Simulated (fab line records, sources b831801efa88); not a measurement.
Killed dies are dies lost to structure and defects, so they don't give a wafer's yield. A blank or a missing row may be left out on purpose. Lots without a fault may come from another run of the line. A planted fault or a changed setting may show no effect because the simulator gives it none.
Chamber matching | flow sky130 | SKY_VIA4_ETCH_12 on rie_diel-02: 4 sister chambers
The step etches SiO2 in C4F8/O2/Ar, stops on TiN, target depth 580 nm. 8 wafers are shown with their chamber, then 11 later ones without.

WAFERS WITH THEIR CHAMBER
wafer  | chamber | oes_product_au (a.u.)
L077.5 | 3       | 0.923
L083.4 | 2       | 0.931
L084.3 | 0       | 0.932
L084.4 | 2       | 0.918
L087.1 | 3       | 0.926
L087.2 | 0       | 0.921
L087.6 | 1       | 0.924
L088.1 | 1       | 0.931

WAFERS WITHOUT THEIR CHAMBER
wafer  | oes_product_au (a.u.)
L088.2 | 0.923
L088.5 | 0.924
L090.1 | 0.938
L090.2 | 0.929
L090.3 | 0.925
L095.2 | 0.931
L095.3 | 0.921
L095.6 | 0.920
L096.1 | 0.929
L096.3 | 0.932
L096.5 | 0.932

WHICH CHAMBER EACH WENT THROUGH
wafer  | from the rows above               | in truth
L088.2 | can't be placed: 2 or 3 or 0 or 1 | 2
L088.5 | can't be placed: 2 or 3 or 0 or 1 | 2
L090.1 | can't be placed: 1 or 0 or 2 or 3 | 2
L090.2 | can't be placed: 1 or 0 or 2 or 3 | 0
L090.3 | can't be placed: 2 or 3 or 0 or 1 | 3
L095.2 | can't be placed: 1 or 0 or 2 or 3 | 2
L095.3 | can't be placed: 2 or 3 or 0 or 1 | 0
L095.6 | can't be placed: 2 or 3 or 0 or 1 | 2
L096.1 | can't be placed: 1 or 0 or 2 or 3 | 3
L096.3 | can't be placed: 1 or 0 or 2 or 3 | 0
L096.5 | can't be placed: 1 or 0 or 2 or 3 | 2
Placed correctly: 0 of 11. Can't be placed from these rows: 11 (the true chamber is among the candidates in 11). Placed wrongly: 0.
How it was worked out, from the rows above alone: a wafer's distance from a chamber is the root of the sum, over the readings, of the square of ((its reading less the chamber's mean) divided by the reading's scatter). The wafer belongs to the nearest chamber; if the next one is less than 2 further off, it can't be placed. A chamber's mean is the mean of its shown wafers. The scatter: the root of (the sum of the squares of (reading less its chamber's mean) over the shown wafers, divided by (wafers less chambers)).
